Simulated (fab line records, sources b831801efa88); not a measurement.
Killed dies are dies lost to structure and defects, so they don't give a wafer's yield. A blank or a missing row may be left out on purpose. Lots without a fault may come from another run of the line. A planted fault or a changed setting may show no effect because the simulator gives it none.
A struck lot beside a sound one | flow sky130 | 23 steps out of a route of 708
Sound: wafers L336.1, L336.5, L336.6. Struck: wafers L335.2, L335.3, L335.6. The cause comes at the end.
At each step with rows: each side's tool, then ch and its chambers, then its first start. Under that, the readings that differ: sound wafers | struck wafers | difference of the means | sigmas: that difference in standard deviations of wafers without a fault.
alike: readings whose means differ by less than 2 such deviations, and words and numbers that are the same on both sides. not compared: withheld readings, readings that some wafer has no value for, bounds like >300 that may hide the same value, and numbers for which the record gives no deviation and whose values overlap.
The two part at a step that has a row with sigmas, a row that says differs or no value, or rows on one side only. Numbers that don't overlap but have no deviation are shown without sigmas and don't part them. A reading that every wafer of one side lacks parts them only if that side has two wafers or more.

SKY_LOCAL_INTERCONNECT_STRIP_15: strips in O2/N2.
  sound on plasma_asher-02 ch 0,1, day 37 08:11; struck on plasma_asher-01 ch 0,1, day 36 21:35
  alike: drypump_motor_current_A, oes_product_au, strip_time_to_endpoint_s
  not compared: rf_hours_counter_h
then, 3 steps without rows for these wafers: SKY_LOCAL_INTERCONNECT_STRIP_16 (strips in post etch residue remover, time 1200 s); SKY_LOCAL_INTERCONNECT_CLEAN_17 (cleans in IPA, time 180 s); SKY_LOCAL_INTERCONNECT_CLEAN_18 (cleans in O3/DIW).
SKY_CONTACT_CVD_00: deposits Si3N4, target thk 75 nm.
  sound on pecvd-02 ch 1,2, day 37 08:49; struck on pecvd-02 ch 1,2, day 36 22:16
  alike: heater_power_w
SKY_CONTACT_THK_MEAS_01:
  sound on film_metro-02, day 37 08:52; struck on film_metro-03, day 36 22:20
  alike: CONTACT_CVD_00_THK
then, 1 step without rows for these wafers: SKY_CONTACT_HDPCVD_02 (deposits SiO2, target thk 565 nm, time 94.2 s).
SKY_CONTACT_THK_MEAS_03:
  sound on film_metro-02, day 37 09:00; struck on film_metro-02, day 36 22:28
  alike: CONTACT_HDPCVD_THK
SKY_CONTACT_CMP_04: polishes SiO2.
  sound on cmp-02 ch 0,3, day 37 09:07; struck on cmp-02 ch 1,3, day 36 22:31
  alike: motor_current_A, time_to_endpoint_s
SKY_CONTACT_BOW_MEAS_05:
  sound on film_metro-04, day 37 09:22; struck on film_metro-03, day 36 22:50
  alike: CONTACT_BOW
then, 2 steps without rows for these wafers: SKY_CONTACT_DEHYDRATE_06 (time 60 s); SKY_CONTACT_HMDS_07 (prime time 60 s).
SKY_CONTACT_COAT_08: resist thk 60 nm.
  sound on litho_track-01 ch 0, day 37 21:22; struck on litho_track-04 ch 0, day 37 12:01
  reading              | sound                | struck               | difference | sigmas
  spin_speed_rpm (rpm) | 2994.6 2998.2 3001.9 | 2525.6 2524.5 2523.5 | -473.7     | -99 or more
then, 5 steps without rows for these wafers: SKY_CONTACT_COAT_09 (resist thk 450 nm); SKY_CONTACT_SOFTBAKE_10 (time 90 s); SKY_CONTACT_EXPOSE_11 (exposes mask CTM1, target cd 170 nm); SKY_CONTACT_PEB_12; SKY_CONTACT_DEVELOP_13 (develop time 60 s).
SKY_CONTACT_CD_MEAS_14: target cd 170 nm.
  sound on cd_sem-01, day 38 10:33; struck on cd_sem-01, day 38 00:44
  alike: cd_nm
SKY_CONTACT_OVL_MEAS_15:
  sound on overlay-01, day 38 10:40; struck on overlay-01, day 38 00:50
  alike: CONTACT_OVL
SKY_CONTACT_ETCH_16: etches BARC in N2/H2, stops on SiO2, time 45.9 s, target depth 60 nm.
  sound on rie_diel-03 ch 0,3, day 38 10:43; struck on rie_diel-02 ch 0,1,2, day 38 00:52
  reading                  | sound             | struck            | difference | sigmas
  oes_product_au (a.u.)    | 0.860 0.855 0.863 | 0.893 0.895 0.898 | +0.036     | +7
  model.etch.depth_nm (nm) | 60.14 60.17 59.97 | 65.16 65.34 65.25 | +5.16      |
  alike: drypump_motor_current_A, throttle_valve_pct
  not compared: rf_hours_counter_h
SKY_CONTACT_ETCH_17: etches SiO2 in C4F8/O2/Ar, stops on Si3N4, target depth 340 nm.
  sound on rie_diel-03 ch 0,3, day 38 10:45; struck on rie_diel-02 ch 0,1,2, day 38 00:55
  alike: oes_product_au
-- the record jumps here: 12 days lie between the struck wafers' starts before and after (it left off in module CONTACT and takes up again in module PAD_OPEN, whose first step shown is number 708 of the route) --
SKY_PAD_OPEN_PROBE_99:
  the record has rows for the struck wafers here (prober-01, day 50 11:20) and none for the sound ones

WHERE THEY PART
First at SKY_CONTACT_COAT_08; last, within this record, at SKY_PAD_OPEN_PROBE_99.

WHY: what the simulator had put in
Process parameter drift: litho_track-04, from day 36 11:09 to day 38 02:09, at SKY_CONTACT_COAT_08. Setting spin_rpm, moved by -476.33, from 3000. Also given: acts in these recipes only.
